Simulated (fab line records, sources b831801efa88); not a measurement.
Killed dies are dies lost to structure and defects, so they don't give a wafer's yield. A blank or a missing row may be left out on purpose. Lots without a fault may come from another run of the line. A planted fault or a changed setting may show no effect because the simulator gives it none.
A struck lot beside a sound one | flow sky130 | 14 steps out of a route of 708
Sound: wafers L966.1, L966.3, L966.6. Struck: wafers L975.2, L975.4, L975.5. The cause comes at the end.
At each step with rows: each side's tool, then ch and its chambers, then its first start. Under that, the readings that differ: sound wafers | struck wafers | difference of the means | sigmas: that difference in standard deviations of wafers without a fault.
alike: readings whose means differ by less than 2 such deviations, and words and numbers that are the same on both sides. not compared: withheld readings, readings that some wafer has no value for, bounds like >300 that may hide the same value, and numbers for which the record gives no deviation and whose values overlap.
The two part at a step that has a row with sigmas, a row that says differs or no value, or rows on one side only. Numbers that don't overlap but have no deviation are shown without sigmas and don't part them. A reading that every wafer of one side lacks parts them only if that side has two wafers or more.

first, 4 steps without rows for these wafers: SKY_DNWELL_EXPOSE_04 (exposes mask DNM, target cd 3000 nm); SKY_DNWELL_PEB_05; SKY_DNWELL_DEVELOP_06 (develop time 60 s); SKY_DNWELL_IMPLANT_07.
SKY_DNWELL_STRIP_08: strips in O2/N2.
  sound on plasma_asher-02 ch 0,1, day 3 19:41; struck on plasma_asher-02 ch 0,1, day 5 09:40
  alike: drypump_motor_current_A, o2_flow_sccm, oes_product_au, strip_time_to_endpoint_s
  not compared: rf_hours_counter_h
SKY_DNWELL_TW_MEAS_09:
  sound on film_metro-03, day 3 19:47; struck on film_metro-02, day 5 09:46
  alike: DNWELL_TW
then, 6 steps without rows for these wafers: SKY_PWDE_DEHYDRATE_00 (time 60 s); SKY_PWDE_HMDS_01 (prime time 60 s); SKY_PWDE_COAT_02 (resist thk 3000 nm); SKY_PWDE_SOFTBAKE_03; SKY_PWDE_EXPOSE_04 (exposes mask PWDEM, target cd 840 nm); SKY_PWDE_PEB_05.
SKY_PWDE_DEVELOP_06: develop time 60 s.
  sound on litho_track-04 ch 0, day 4 12:00; struck on litho_track-01, day 6 03:00
  no value came back on the struck wafers for chill_plate_temp_C (C), develop_time_s (s); on the sound wafers chill_plate_temp_C (C) reads 23.17 22.99 22.99
SKY_PWDE_OVL_MEAS_07:
  sound on overlay-01, day 4 12:14; struck on overlay-01, day 6 03:35
  reading       | sound         | struck | difference                    | sigmas
  PWDE_OVL (nm) | 0.6 -0.2 -1.1 | - - -  | no value on the struck wafers |

WHERE THEY PART
First at SKY_PWDE_DEVELOP_06; last, within this record, at SKY_PWDE_OVL_MEAS_07.

WHY: what the simulator had put in
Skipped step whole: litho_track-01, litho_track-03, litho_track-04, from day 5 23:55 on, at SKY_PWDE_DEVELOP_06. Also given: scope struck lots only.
